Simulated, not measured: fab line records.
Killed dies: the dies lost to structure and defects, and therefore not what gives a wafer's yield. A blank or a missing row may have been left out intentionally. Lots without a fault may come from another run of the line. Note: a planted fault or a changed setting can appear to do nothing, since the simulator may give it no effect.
fab line records	flow sky130
record lots=12	wafers=36	last-day=52
route steps=708 shown VT_ADJUST_HVTR@138 POLY_GATE@213 RES_PROTECT@214 SD_N@349 LI_CONTACT@375
lots with no fault: from the same line, run without faults
start-h: hours from the record's first day to the start of the lot's first wafer shown	wait-h: hours from the lot's prior step to this one	" unchanged from the row above	L1.1+2: a row that stands for several wafers	- value missing, or start not given	* or withheld: withheld	< > ~ a bound
route shown NAME@n: names a module that has steps shown in the file, with the first one's number in the route	usual: mean and standard deviation over wafers with no fault	same: alike in all rows	chamber/n: place in a boat	sites: each site's reading	_std_site: standard deviation across them	_edge_site: inner sites' mean taken away from outer sites' mean	radius-mm: how far each site lies from the wafer's centre	mask NAME#n: copy n	behind: the most recent tool/chamber to have shaped the wafer	hold: the reason the lot was held/the length of the hold in hours/how it ended	device: which transistor (n, p or np) failed to switch	end of line: tests of these same wafers at the route's end	for a step that has no rows: nothing shown but its recipe	killed: the dies lost at the first sort to structure and to defects; this is not the yield of the wafer	map: dies across one wafer; x = killed, . = not, _ = none there
set.NAME: the setting that was run; set.NAME@STEP: the one run at that earlier step	model.NAME: the simulator's own value behind a step, which no gauge read
steps of the route over a sample of lots; a table a step, a row a wafer
services: a tool's chamber out of use, with start hour (start-h, from the record's first day; less than 0 if before it), hours out, and reason
## steps
# step SKY_VT_ADJUST_HVTR_CD_MEAS_07
# recipe target-cd-nm=380
# usual cd-nm=380.7/2.7
lot.wafer	tool	chamber	start-h	wait-h	cd-nm
L328.1	cd-sem-02	-	176.79	0.1	381.5
L328.3	"	-	"	"	381.0
L328.6	"	-	"	"	384.1
L331.2	cd-sem-01	-	187.91	0.1	377.5
L331.4	"	-	"	"	374.1
L331.5	"	-	"	"	377.6
L332.1	cd-sem-01	-	190.16	0.1	374.2
L332.4	"	-	"	"	376.0
L332.5	"	-	"	"	376.4
L333.1	cd-sem-01	-	200.69	0.1	383.1
L333.2	"	-	"	"	382.1
L333.6	"	-	"	"	380.9
L335.2	cd-sem-01	-	214.91	0.1	378.9
L335.3	"	-	"	"	378.4
L335.4	"	-	"	"	379.1
L337.1	cd-sem-01	-	218.84	0.1	383.7
L337.3	"	-	"	"	384.2
L337.6	"	-	"	"	385.7
L340.1	cd-sem-01	-	234.64	0.1	380.0
L340.3	"	-	"	"	382.2
L340.4	"	-	"	"	382.7
L341.1	cd-sem-01	-	238.99	0.1	378.4
L341.4	"	-	"	"	380.5
L341.6	"	-	"	"	382.8
L347.2	cd-sem-01	-	459.65	0.1	384.0
L347.3	"	-	"	"	386.2
L347.4	"	-	"	"	384.9
L346.2	cd-sem-01	-	459.95	0.1	379.5
L346.4	"	-	"	"	381.1
L346.6	"	-	"	"	378.8
L350.2	cd-sem-02	-	460.48	0.1	379.5
L350.3	"	-	"	"	378.7
L350.5	"	-	"	"	380.4
L349.2	cd-sem-02	-	461.50	0.1	380.7
L349.4	"	-	"	"	381.4
L349.6	"	-	"	"	380.4
# step SKY_POLY_GATE_IMPLANT_02
# recipe species=P	energy-kev=30	dose-cm2=7.7e+15	tilt-deg=0
# usual beam-on-s=37.5/1	dose-ions-cm2=7.698e+15/8e+12
# same implant-ion-amu=31
lot.wafer	tool	chamber	start-h	wait-h	beam-on-s	dose-ions-cm2
L328.1	implanter-01	0	283.71	0.1	36.6	7.701e+15
L328.3	"	0	"	"	37.1	7.696e+15
L328.6	"	0	"	"	37.0	7.692e+15
L331.2	implanter-02	0	305.33	0.1	37.4	7.691e+15
L331.4	"	0	"	"	37.2	7.692e+15
L331.5	"	0	"	"	38.0	7.703e+15
L333.1	implanter-02	0	321.81	0.1	36.6	7.708e+15
L333.2	"	0	"	"	37.1	7.713e+15
L333.6	"	0	"	"	37.8	7.705e+15
L332.1	implanter-01	0	322.11	0.1	37.4	7.707e+15
L332.4	"	0	"	"	36.8	7.713e+15
L332.5	"	0	"	"	37.0	7.706e+15
L335.2	implanter-01	0	341.84	0.1	36.9	7.707e+15
L335.3	"	0	"	"	37.0	7.705e+15
L335.4	"	0	"	"	36.5	7.713e+15
L337.1	implanter-01	0	348.76	0.1	26.6	5.658e+15
L337.3	"	0	"	"	27.9	5.652e+15
L337.6	"	0	"	"	27.5	5.653e+15
L340.1	implanter-04	0	368.64	0.1	39.2	7.701e+15
L340.3	"	0	"	"	38.7	7.687e+15
L340.4	"	0	"	"	39.7	7.698e+15
L341.1	implanter-01	0	373.41	0.1	27.6	5.654e+15
L341.4	"	0	"	"	27.1	5.657e+15
L341.6	"	0	"	"	26.9	5.647e+15
L347.2	implanter-02	0	613.68	0.1	37.7	7.701e+15
L347.3	"	0	"	"	37.3	7.711e+15
L347.4	"	0	"	"	36.6	7.701e+15
L346.2	implanter-01	0	615.08	0.1	36.7	7.694e+15
L346.4	"	0	"	"	38.6	7.711e+15
L346.6	"	0	"	"	38.6	7.706e+15
L349.2	implanter-02	0	617.34	0.1	37.6	7.69e+15
L349.4	"	0	"	"	37.6	7.696e+15
L349.6	"	0	"	"	36.1	7.708e+15
L350.2	implanter-04	0	617.64	0.1	39.9	7.698e+15
L350.3	"	0	"	"	39.9	7.7e+15
L350.5	"	0	"	"	38.4	7.705e+15
# step SKY_RES_PROTECT_STRIP_07
# recipe chemistry=O2/N2	power-w=1400	pressure-mtorr=1500	platen-temp-c=withheld	o2-flow-sccm=3000	n2-flow-sccm=300	overash-fraction=0.5
# usual drypump-motor-current-A=5.8/0.32	oes-product-au=0.518/0.0049	strip-time-to-endpoint-s=23.31/0.038
lot.wafer	tool	chamber	start-h	wait-h	drypump-motor-current-A	oes-product-au	rf-hours-counter-h	strip-time-to-endpoint-s
L328.1	plasma-asher-01	0	283.86	0.1	5.2	0.508	16	23.31
L328.3	"	1	"	"	6.0	0.519	-	23.29
L328.6	"	1	"	"	6.0	0.517	-	23.36
L331.2	plasma-asher-02	0	305.46	0.1	6.0	0.522	61	23.31
L331.4	"	0	"	"	6.0	0.510	-	23.26
L331.5	"	0	"	"	6.0	0.523	-	23.25
L333.1	plasma-asher-01	1	321.96	0.1	6.0	0.515	19	23.31
L333.2	"	0	"	"	5.2	0.509	19	23.31
L333.6	"	1	"	"	6.0	0.525	-	23.34
L332.1	plasma-asher-02	1	322.26	0.1	6.0	0.516	63	23.22
L332.4	"	1	"	"	6.0	0.519	-	23.26
L332.5	"	0	"	"	5.9	0.514	-	23.25
L335.2	plasma-asher-01	1	341.96	0.1	6.0	0.521	21	23.30
L335.3	"	0	"	"	5.3	0.516	-	23.29
L335.4	"	1	"	"	6.1	0.515	-	23.32
L337.1	plasma-asher-01	1	348.91	0.1	6.1	0.546	22	22.02
L337.3	"	0	"	"	5.3	0.529	-	22.05
L337.6	"	1	"	"	6.0	0.532	-	22.04
L340.1	plasma-asher-04	1	368.79	0.1	5.9	0.517	69	23.31
L340.3	"	1	"	"	5.8	0.521	-	23.35
L340.4	"	0	"	"	5.6	0.523	-	23.33
L341.1	plasma-asher-01	1	373.56	0.1	6.0	0.542	24	22.11
L341.4	"	1	"	"	6.0	0.544	-	22.03
L341.6	"	1	"	"	6.1	0.525	-	22.06
L347.2	plasma-asher-02	0	613.81	0.1	6.0	0.520	19	23.27
L347.3	"	1	"	"	5.9	0.522	-	23.31
L347.4	"	0	"	"	6.0	0.524	-	23.29
L346.2	plasma-asher-01	1	615.21	0.1	6.1	0.514	46	23.36
L346.4	"	1	"	"	6.1	0.516	-	23.33
L346.6	"	0	"	"	5.3	0.519	-	23.36
L349.2	plasma-asher-04	1	617.46	0.1	5.9	0.522	96	23.25
L349.4	"	0	"	"	5.6	0.525	-	23.25
L349.6	"	0	"	"	5.6	0.524	-	23.26
L350.2	plasma-asher-02	1	617.76	0.1	6.0	0.513	19	23.28
L350.3	"	0	"	"	6.0	0.522	-	23.32
L350.5	"	1	"	"	6.0	0.517	-	23.30
# step SKY_SD_N_CD_MEAS_07
# recipe target-cd-nm=380
# usual cd-nm=379.8/2.7
lot.wafer	tool	chamber	start-h	wait-h	cd-nm
L328.1	cd-sem-01	-	590.36	0.1	381.8
L328.3	"	-	"	"	382.2
L328.6	"	-	"	"	380.2
L331.2	cd-sem-02	-	607.91	0.1	369.9
L331.4	"	-	"	"	373.1
L331.5	"	-	"	"	371.3
L333.1	cd-sem-02	-	617.83	0.1	378.6
L333.2	"	-	"	"	378.8
L333.6	"	-	"	"	375.4
L332.1	cd-sem-01	-	620.33	0.1	377.5
L332.4	"	-	"	"	381.6
L332.5	"	-	"	"	382.3
L335.2	cd-sem-02	-	641.88	0.1	383.5
L335.3	"	-	"	"	382.9
L335.4	"	-	"	"	381.7
L337.1	cd-sem-02	-	645.43	0.1	381.1
L337.3	"	-	"	"	378.1
L337.6	"	-	"	"	380.1
L340.1	cd-sem-01	-	669.79	0.1	377.5
L340.3	"	-	"	"	377.2
L340.4	"	-	"	"	376.7
L341.1	cd-sem-01	-	671.33	0.1	377.8
L341.4	"	-	"	"	377.7
L341.6	"	-	"	"	375.7
L347.2	cd-sem-02	-	896.01	0.1	375.7
L347.3	"	-	"	"	376.5
L347.4	"	-	"	"	375.6
L346.2	cd-sem-02	-	901.96	0.1	378.3
L346.4	"	-	"	"	380.3
L346.6	"	-	"	"	382.0
L349.2	cd-sem-02	-	903.73	0.1	379.3
L349.4	"	-	"	"	379.9
L349.6	"	-	"	"	381.2
L350.2	cd-sem-02	-	905.86	0.1	376.1
L350.3	"	-	"	"	377.0
L350.5	"	-	"	"	380.4
# step SKY_LI_CONTACT_OVL_MEAS_13
# usual LI_CONTACT_OVL=3/5.7
lot.wafer	tool	chamber	start-h	wait-h	LI_CONTACT_OVL[nm]
L328.1	overlay-02	-	621.68	0.1	-3
L328.3	"	-	"	"	-9
L328.6	"	-	"	"	0
L331.2	overlay-01	-	639.39	0.1	9
L331.4	"	-	"	"	7
L331.5	"	-	"	"	8
L333.1	overlay-02	-	648.45	0.1	5
L333.2	"	-	"	"	-6
L333.6	"	-	"	"	-2
L332.1	overlay-01	-	651.06	0.1	2
L332.4	"	-	"	"	11
L332.5	"	-	"	"	3
L335.2	overlay-01	-	672.41	0.1	4
L335.3	"	-	"	"	-12
L335.4	"	-	"	"	12
L337.1	overlay-01	-	675.05	0.1	4
L337.3	"	-	"	"	4
L337.6	"	-	"	"	-4
L340.1	overlay-01	-	699.93	0.1	0
L340.3	"	-	"	"	4
L340.4	"	-	"	"	8
L341.1	overlay-02	-	702.51	0.1	11
L341.4	"	-	"	"	-2
L341.6	"	-	"	"	-2
L347.2	overlay-02	-	923.99	0.1	5
L347.3	"	-	"	"	1
L347.4	"	-	"	"	11
L346.2	overlay-02	-	929.91	0.1	-7
L346.4	"	-	"	"	-3
L346.6	"	-	"	"	-8
L349.2	overlay-01	-	931.56	0.1	1
L349.4	"	-	"	"	2
L349.6	"	-	"	"	2
L350.2	overlay-01	-	933.59	0.1	0
L350.3	"	-	"	"	4
L350.5	"	-	"	"	-1
## services
tool	chamber	start-h	hours	kind
implanter-04	-	271.72	43.5	repair
implanter-01	-	284.88	5.4	pm
plasma-asher-01	-	289.19	3.2	repair
plasma-asher-02	-	297.63	0.9	repair
plasma-asher-01	-	309.74	2.8	pm
implanter-04	-	319.39	18.0	pm
plasma-asher-01	-	325.94	1.8	repair
plasma-asher-02	-	337.01	1.3	repair
implanter-04	-	350.41	1.7	repair
plasma-asher-02	-	352.14	0.8	repair
implanter-02	-	379.00	3.0	repair
plasma-asher-01	-	397.89	1.1	repair
plasma-asher-02	-	421.25	9.0	pm
plasma-asher-02	0	421.25	9.0	vent-cycle
implanter-04	-	427.77	4.9	pm
implanter-04	-	433.36	6.3	repair
implanter-02	-	434.62	3.8	repair
implanter-04	-	501.28	2.1	repair
implanter-04	-	522.84	5.0	pm
implanter-04	-	535.39	1.6	repair
implanter-02	-	538.35	29.4	repair
plasma-asher-02	-	540.70	2.6	repair
plasma-asher-01	-	570.89	39.0	repair
plasma-asher-01	-	617.08	28.1	pm
## key
first-sign step=SKY_POLY_GATE_IMPLANT_02	reading=dose-ions-cm2	direction=down	sigmas=99+	usual=*	struck=*
effect step=SKY_POLY_GATE_IMPLANT_02	reading=beam-on-s	direction=down	sigmas=10	usual=37.5	struck=27.3
effect step=SKY_RES_PROTECT_STRIP_07	reading=strip-time-to-endpoint-s	direction=down	sigmas=33	usual=*	struck=*
met-at SKY_POLY_GATE_IMPLANT_02
struck-lots L337,L341
tester-left-out L337,L341
not-acting-at SKY_VT_ADJUST_HVTR_CD_MEAS_07,SKY_SD_N_CD_MEAS_07,SKY_LI_CONTACT_OVL_MEAS_13
onset-between 341.84 348.76
fault kind=process-parameter-drift	tool=implanter-01	chamber=-	onset-h=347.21	steps=SKY_POLY_GATE_IMPLANT_02	channel=dose-cm2	offset=*	shape=step	end-h=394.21	acts-in=*	stated=*
# tester-left-out: of these lots the tester's yield and bins aren't shown, on N5 and GAA mostly nor the transistor test; their killed dies are dies lost to structure and defects alone, not to doping, threshold or leakage, so they don't give the yield
